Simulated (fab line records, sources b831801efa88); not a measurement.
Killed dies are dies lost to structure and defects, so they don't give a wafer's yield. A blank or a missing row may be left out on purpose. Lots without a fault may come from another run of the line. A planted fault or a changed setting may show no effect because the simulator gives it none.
fab line records | flow sky130
record lots=13 wafers=39 last_day=49
route steps=708 shown FIELD_ISO@19 METAL4@630 PAD_OPEN@708
lots that met no fault: from a run of the same line without faults
start_h: hours from the record's first day to the start of the lot's first wafer shown | wait_h: hours since the lot's step before | " the same as in the row above | L1.1+2: a row that stands for several wafers | - no value, or no start given | * or withheld: withheld | < > ~ a bound
route shown NAME@n: a module of which the file shows steps, and the number in the route of the first | usual: mean/standard deviation of fault-free wafers | same: alike in all rows | chamber/n: place in a boat | sites: the reading at each site | _std_site: their standard deviation | _edge_site: outer sites' mean less inner sites' | radius_mm: how far each site lies from the wafer's centre | mask NAME#n: copy n | behind: the tool/chamber that last shaped the wafer | hold: why the lot was held/for how many hours/how that ended | device: the transistor (n, p or np) that didn't switch | end of line: the same wafers' tests at the end of the route | a step without rows: its recipe alone | killed: dies lost to structure and defects at the first sort, not the wafer's yield | map: a wafer's dies, x killed, . not, _ none there
set.NAME: the setting as run; set.NAME@STEP: as run at that earlier step | model.NAME: the simulator's own value behind a step, which no gauge read
steps of the route over a sample of lots; a table a step, a row a wafer
services: from which hour (start_h, from the record's first day; less than 0 if before it) a tool's chamber was out of use, for how many hours, and why
## steps
# step SKY_FIELD_ISO_WET_ETCH_18
# recipe chemistry=H3PO4 target_depth_nm=25 temp_c=160 target=Si3N4 time_s=286
# columns lot.wafer tool chamber start_h wait_h
L134.1+3+5 wet_bench-04 2 29.46 0.0
L135.1+2+3 wet_bench-02 1 36.12 0.0
L136.2+3+4 wet_bench-04 0 41.82 0.0
L137.2+4+6 wet_bench-02 1 44.56 0.0
L139.2+3+5 wet_bench-01 2 56.32 0.0
L140.2+4+5 wet_bench-02 2 62.76 0.0
L141.1+2+6 wet_bench-04 0 67.31 0.1
L144.1+2+6 wet_bench-04 0 83.17 0.2
L145.1+5+6 wet_bench-04 1 85.72 0.0
L146.1+4+5 wet_bench-02 1 92.11 0.0
L147.3+4+6 wet_bench-02 1 101.52 0.0
L151.2+5+6 wet_bench-02 2 118.06 0.0
L153.1+3+6 wet_bench-02 0 127.96 0.0
# step SKY_METAL4_OVL_MEAS_14
# usual METAL4_OVL=-1/6
# columns lot.wafer tool chamber start_h wait_h METAL4_OVL[nm]
L136.2 overlay-01 - 1018.31 0.1 -4
L136.3 " - " " 1
L136.4 " - " " -4
L135.1 overlay-01 - 1020.43 0.1 7
L135.2 " - " " 9
L135.3 " - " " 11
L134.1 overlay-02 - 1021.10 0.1 -4
L134.3 " - " " -10
L134.5 " - " " -8
L139.2 overlay-02 - 1021.50 0.1 -4
L139.3 " - " " -7
L139.5 " - " " -4
L137.2 overlay-02 - 1021.81 0.1 5
L137.4 " - " " 11
L137.6 " - " " 6
L140.2 overlay-02 - 1022.16 0.1 -2
L140.4 " - " " -2
L140.5 " - " " -5
L141.1 overlay-02 - 1022.44 0.1 10
L141.2 " - " " 5
L141.6 " - " " 8
L145.1 overlay-02 - 1064.10 0.1 -18
L145.5 " - " " -8
L145.6 " - " " -12
L144.1 overlay-01 - 1065.03 0.1 8
L144.2 " - " " 11
L144.6 " - " " 2
L147.3 overlay-02 - 1066.20 0.1 -1
L147.4 " - " " 1
L147.6 " - " " -2
L146.1 overlay-01 - 1069.13 0.1 1
L146.4 " - " " 3
L146.5 " - " " 0
L151.2 overlay-01 - 1089.46 0.1 1
L151.5 " - " " -9
L151.6 " - " " -6
L153.1 overlay-02 - 1106.95 0.1 -11
L153.3 " - " " -2
L153.6 " - " " 1
# step SKY_METAL4_METAL_ETCH_18
# recipe target_depth_a=8450 stop_on=SiO2 over_etch_frac=0.3 time_s=183.1 chemistry=Cl2/BCl3 resist_sidewall_deg=88 pressure_mtorr=10 icp_w=900 bias_w=48.5 Cl2_flow_sccm=60 bcl3_flow_sccm=30
# usual drypump_motor_current_A=5.9/0.37 oes_product_au=0.863/0.0064 throttle_valve_pct=22.264/0.0083
# columns lot.wafer tool chamber start_h wait_h drypump_motor_current_A oes_product_au rf_hours_counter_h throttle_valve_pct
L136.2 rie_metal-04 0 1018.49 0.0 5.3 0.868 14 22.265
L136.3 " 0 " " 5.3 0.866 - 22.255
L136.4 " 1 " " 6.4 0.870 - 22.274
L135.1 rie_metal-03 1 1020.62 0.0 6.0 0.871 21 22.256
L135.2 " 0 " " 5.5 0.868 21 22.265
L135.3 " 0 " " 5.5 0.868 - 22.272
L134.1 rie_metal-01 0 1021.29 0.0 6.3 0.848 19 22.274
L134.3 " 1 " " 5.9 0.860 - 22.265
L134.5 " 0 " " 6.3 0.867 - 22.257
L139.2 rie_metal-03 0 1021.68 0.0 5.5 0.868 21 22.252
L139.3 " 1 " " 6.0 0.864 - 22.264
L139.5 " 1 " " 6.0 0.864 - 22.242
L137.2 rie_metal-01 1 1021.99 0.0 5.9 0.863 4 22.257
L137.4 " 1 " " 5.9 0.861 - 22.252
L137.6 " 0 " " 6.3 0.864 - 22.246
L140.2 rie_metal-04 0 1022.34 0.0 5.3 0.857 15 22.255
L140.4 " 0 " " 5.3 0.858 - 22.264
L140.5 " 0 " " 5.3 0.874 - 22.266
L141.1 rie_metal-03 0 1022.63 0.0 5.5 0.874 22 22.261
L141.2 " 1 " " 6.0 0.860 22 22.271
L141.6 " 1 " " 6.0 0.864 - 22.265
L145.1 rie_metal-01 0 1064.42 0.0 6.3 0.857 21 22.276
L145.5 " 0 " " 6.3 0.857 - 22.266
L145.6 " 1 " " 5.9 0.849 - 22.271
L144.1 rie_metal-01 1 1065.22 0.0 6.0 0.853 6 22.277
L144.2 " 0 " " 6.3 0.864 21 22.267
L144.6 " 0 " " 6.3 0.857 - 22.248
L147.3 rie_metal-04 0 1066.43 0.1 5.3 0.854 - 22.253
L147.4 " 1 " " 6.3 0.847 - 22.272
L147.6 " 1 " " 6.4 0.857 - 22.264
L146.1 rie_metal-03 1 1069.32 0.0 6.0 0.868 26 22.253
L146.4 " 1 " " 6.0 0.867 - 22.268
L146.5 " 0 " " 5.5 0.865 - 22.273
L151.2 rie_metal-03 1 1089.64 0.0 6.0 0.854 1 22.252
L151.5 " 0 " " 5.5 0.857 - 22.276
L151.6 " 1 " " 6.0 0.865 - 22.256
L153.1 rie_metal-01 1 1107.14 0.0 6.0 0.863 10 22.257
L153.3 " 1 " " 6.0 0.864 - 22.257
L153.6 " 1 " " 5.9 0.864 - 22.257
# step SKY_METAL4_STRIP_19
# recipe chemistry=O2/N2 power_w=1400 pressure_mtorr=1500 platen_temp_c=withheld o2_flow_sccm=3000 n2_flow_sccm=300 overash_fraction=0.5
# usual drypump_motor_current_A=5.77/0.29 oes_product_au=0.500/0.0062 strip_time_to_endpoint_s=6.47/0.1
# columns lot.wafer tool chamber start_h wait_h drypump_motor_current_A oes_product_au rf_hours_counter_h strip_time_to_endpoint_s
L136.2 plasma_asher-01 0 1018.66 0.1 5.84 0.512 59 6.57
L136.3 " 0 " " 5.84 0.510 - 6.58
L136.4 " 1 " " 5.72 0.494 - 6.33
L135.1 plasma_asher-01 0 1020.80 0.1 5.87 0.494 59 6.46
L135.2 " 1 " " 5.68 0.501 59 6.37
L135.3 " 1 " " 5.69 0.493 - 6.32
L134.1 plasma_asher-04 1 1021.46 0.1 6.00 0.503 27 6.49
L134.3 " 1 " " 6.00 0.500 - 6.44
L134.5 " 1 " " 6.01 0.500 - 6.48
L139.2 plasma_asher-04 1 1021.86 0.1 6.00 0.488 27 6.34
L139.3 " 0 " " 5.59 0.501 - 6.50
L139.5 " 0 " " 5.59 0.503 - 6.47
L137.2 plasma_asher-01 0 1022.16 0.1 5.84 0.496 59 6.30
L137.4 " 1 " " 5.70 0.494 - 6.35
L137.6 " 0 " " 5.79 0.508 - 6.45
L140.2 plasma_asher-02 1 1022.51 0.1 6.17 0.506 120 6.57
L140.4 " 1 " " 6.17 0.499 - 6.62
L140.5 " 0 " " 5.34 0.513 - 6.62
L141.1 plasma_asher-01 0 1022.81 0.1 5.86 0.492 59 6.29
L141.2 " 1 " " 5.67 0.505 59 6.48
L141.6 " 0 " " 5.87 0.498 - 6.47
L145.1 plasma_asher-02 1 1064.59 0.1 6.15 0.496 0 6.34
L145.5 " 1 " " 6.14 0.493 - 6.35
L145.6 " 0 " " 5.34 0.494 - 6.37
L144.1 plasma_asher-01 1 1065.40 0.1 5.67 0.504 64 6.48
L144.2 " 0 " " 5.87 0.507 64 6.56
L144.6 " 1 " " 5.67 0.496 - 6.51
L147.3 plasma_asher-01 1 1066.58 0.1 5.71 0.506 - 6.68
L147.4 " 0 " " 5.87 0.499 - 6.38
L147.6 " 1 " " 5.70 0.494 - 6.39
L146.1 plasma_asher-02 0 1069.50 0.1 5.33 0.496 1 6.43
L146.4 " 0 " " 5.35 0.501 - 6.50
L146.5 " 1 " " 6.17 0.502 - 6.42
L151.2 plasma_asher-02 0 1089.82 0.1 5.32 0.504 2 6.46
L151.5 " 0 " " 5.34 0.490 - 6.41
L151.6 " 1 " " 6.17 0.502 - 6.49
L153.1 plasma_asher-02 0 1107.49 0.3 5.32 0.494 4 6.40
L153.3 " 1 " " 6.19 0.496 - 6.41
L153.6 " 0 " " 5.33 0.498 - 6.43
# step SKY_PAD_OPEN_PROBE_99
# usual killed_at_M0_to_M3=42/6.6 killed_at_M4_up=3.0/1.7 killed_at_contacts=24/5.3 killed_at_front_end=15/4.5 killed_at_other=0.2/0.49 killed_dies=83/9 killed_open=45/6.9 killed_short=38/5.8
# same gross_dies=492 killed_at_back_side=0
# columns lot.wafer tool chamber start_h wait_h killed_at_M0_to_M3 killed_at_M4_up killed_at_contacts killed_at_front_end killed_at_other killed_dies killed_open killed_short
L145.1 prober-02 - 1151.61 0.1 40 1 24 61 1 127 44 42
L145.5 prober-02 - 1151.81 0.2 34 4 27 57 0 122 45 34
L145.6 prober-02 - 1151.86 0.2 46 2 17 58 1 124 42 41
L144.1 prober-01 - 1152.90 0.1 34 0 25 47 0 106 35 40
L144.2 prober-01 - 1152.95 0.1 41 0 28 44 0 113 56 31
L144.6 prober-01 - 1153.15 0.2 39 2 22 36 0 99 37 39
# killed by level:class
L145.1 FIELD_ISO:unspecified=40 CONTACT:geometric_particle:open=13 VIA1:geometric_particle:open=13 POLY_GATE:geometric_particle:short=6 CONTACT:geometric_particle:short=6 METAL2:geometric_particle:short=5 VIA1:geometric_particle:short=5 FIELD_ISO:geometric_particle:short=4
L145.5 FIELD_ISO:unspecified=43 CONTACT:geometric_particle:open=14 LI_CONTACT:geometric_particle:open=8 VIA2:geometric_particle:open=8 POLY_GATE:geometric_particle:open=6 VIA1:geometric_particle:short=6 METAL2:geometric_particle:short=5 METAL1:geometric_particle:short=4
L145.6 FIELD_ISO:unspecified=40 VIA1:geometric_particle:open=9 CONTACT:geometric_particle:open=8 VIA3:geometric_particle:open=8 METAL2:geometric_particle:short=6 FIELD_ISO:geometric_particle:short=5 POLY_GATE:geometric_particle:short=4 METAL1:geometric_particle:short=4
L144.1 FIELD_ISO:unspecified=30 VIA1:geometric_particle:open=10 CONTACT:geometric_particle:open=8 CONTACT:geometric_particle:short=6 LI_CONTACT:geometric_particle:short=5 VIA1:geometric_particle:short=5 VIA3:geometric_particle:open=5 POLY_GATE:geometric_particle:short=4
L144.2 FIELD_ISO:unspecified=26 CONTACT:geometric_particle:open=15 VIA1:geometric_particle:open=12 VIA3:geometric_particle:open=7 CONTACT:geometric_particle:short=6 SPACER:geometric_particle:short=5 FIELD_ISO:geometric_particle:open=4 SPACER:geometric_particle:open=4
L144.6 FIELD_ISO:unspecified=23 VIA1:geometric_particle:open=8 METAL2:geometric_particle:short=6 CONTACT:geometric_particle:short=6 LI_CONTACT:geometric_particle:open=5 CONTACT:geometric_particle:open=5 VIA2:geometric_particle:short=5 METAL3:geometric_particle:short=5
## services
# columns tool chamber start_h hours kind
rie_metal-03 0 45.03 7.5 repair
plasma_asher-01 - 86.29 9.6 repair
rie_metal-03 1 196.33 6.4 repair
wet_bench-04 - 217.13 0.7 repair
wet_bench-04 - 221.46 1.8 repair
rie_metal-03 - 288.58 1.0 repair
rie_metal-03 0 341.40 2.8 repair
rie_metal-03 1 361.25 27.6 repair
plasma_asher-01 - 421.25 9.0 pm
plasma_asher-02 - 448.25 2.8 pm
rie_metal-01 - 453.90 2.8 pm
rie_metal-03 - 459.84 2.8 pm
plasma_asher-02 - 656.07 0.8 repair
rie_metal-01 - 694.26 0.5 repair
plasma_asher-01 - 696.02 2.8 pm
rie_metal-01 1 698.17 2.5 repair
wet_bench-02 - 710.32 1.3 repair
rie_metal-01 - 723.76 14.6 pm
plasma_asher-02 - 838.66 14.6 pm
plasma_asher-01 - 875.50 1.4 repair
plasma_asher-02 - 913.32 2.1 repair
wet_bench-02 - 994.42 1.9 pm
plasma_asher-02 - 1009.98 1.1 repair
plasma_asher-02 - 1034.63 3.3 repair
## key
first_sign step=SKY_PAD_OPEN_PROBE_99 reading=killed_at_front_end direction=up sigmas=7.9 usual=15 struck=50
effect step=SKY_PAD_OPEN_PROBE_99 reading=killed_dies direction=up sigmas=3.5 usual=83 struck=115
met_at SKY_FIELD_ISO_WET_ETCH_18
struck_lots L144,L145
tester_left_out L144,L145
not_acting_at SKY_METAL4_OVL_MEAS_14,SKY_METAL4_METAL_ETCH_18,SKY_METAL4_STRIP_19
onset_between 67.31 83.17
fault kind=chamber_particle_source tool=wet_bench-04 chamber=- onset_h=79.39 steps=SKY_FIELD_ISO_WET_ETCH_18 rate_per_visit_cm2=0.37622 end_h=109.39
# tester_left_out: of these lots the tester's yield and bins aren't shown, on N5 and GAA mostly nor the transistor test; their killed dies are dies lost to structure and defects alone, not to doping, threshold or leakage, so they don't give the yield
